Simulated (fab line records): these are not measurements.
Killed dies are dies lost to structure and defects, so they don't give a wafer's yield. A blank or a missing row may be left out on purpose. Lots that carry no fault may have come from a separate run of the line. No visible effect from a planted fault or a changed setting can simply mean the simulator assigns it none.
Which of the tools did it?	flow gf180mcu	6 lots, 18 wafers sampled, at 4 steps of a route of 602

WHAT THE GAUGES SHOWED, per wafer
GF_PASSIVATION_THK_MEAS_01.
lot	measured	on	PASSIVATION_CVD_00_THK (nm)
L224	day 29 08:23	film_metro-04	1006 990 1010
L229	day 30 19:49	film_metro-04	988 986 1020
L231	day 31 12:43	film_metro-03	995 973 999
L233	day 31 22:24	film_metro-02	1006 1010 1021
L235	day 32 13:13	film_metro-03	987 1011 1006
L241	day 33 22:37	film_metro-03	1009 998 1005

TOOL THAT RAN EACH LOT (tool first, then ch and the chambers of the sampled wafers, then the start)
lot	GF_V2_CVD_23	GF_V5_CVD_23	GF_TOP_METAL_SPUTTER_04
L224	cvd_w-02 ch 0,1, day 21 18:48	cvd_w-02 ch 0,1, day 28 11:19	pvd_sputter-01, day 28 12:05
L229	cvd_w-02 ch 0,1, day 23 15:10	cvd_w-01 ch 0,1, day 30 00:05	pvd_sputter-02, day 30 00:53
L231	cvd_w-01 ch 0,1, day 24 12:47	cvd_w-01 ch 0,1, day 30 17:59	pvd_sputter-04, day 30 18:46
L233	cvd_w-02 ch 0,1, day 24 22:36	cvd_w-01 ch 1, day 31 03:14	pvd_sputter-02, day 31 04:06
L235	cvd_w-02 ch 1, day 25 16:24	cvd_w-02 ch 0,1, day 31 19:15	pvd_sputter-04, day 31 20:02
L241	cvd_w-01 ch 0,1, day 27 12:48	cvd_w-02 ch 0,1, day 33 06:04	pvd_sputter-02, day 33 06:49
- GF_V2_CVD_23: deposits W, target thk 350 nm, time 104.94 s.
- GF_V5_CVD_23: deposits W, target thk 350 nm, time 104.9 s.
- GF_TOP_METAL_SPUTTER_04: material TiN, target thk 25 nm, time 20.8 s.

THE ANSWER, worked out from the rows above alone
Rule: usual is defined by the lots themselves. The widest of any qualifying gaps counts: lots, ordered by their means at a reading, are off when they make up no more than a third of the lots, leave a main group of 4 or more, and stand apart from it by 3 or more times the standard deviation of that group's means. Not used: any main group whose means are identical at the precision the tables above print for the reading. A lot without any number at a reading at which 4 lots or more have one is off too. The other lots that the step has rows for count as sound.
None of the lots is off at any reading shown; this tells nothing.

WHAT WAS PUT IN BY THE SIMULATOR
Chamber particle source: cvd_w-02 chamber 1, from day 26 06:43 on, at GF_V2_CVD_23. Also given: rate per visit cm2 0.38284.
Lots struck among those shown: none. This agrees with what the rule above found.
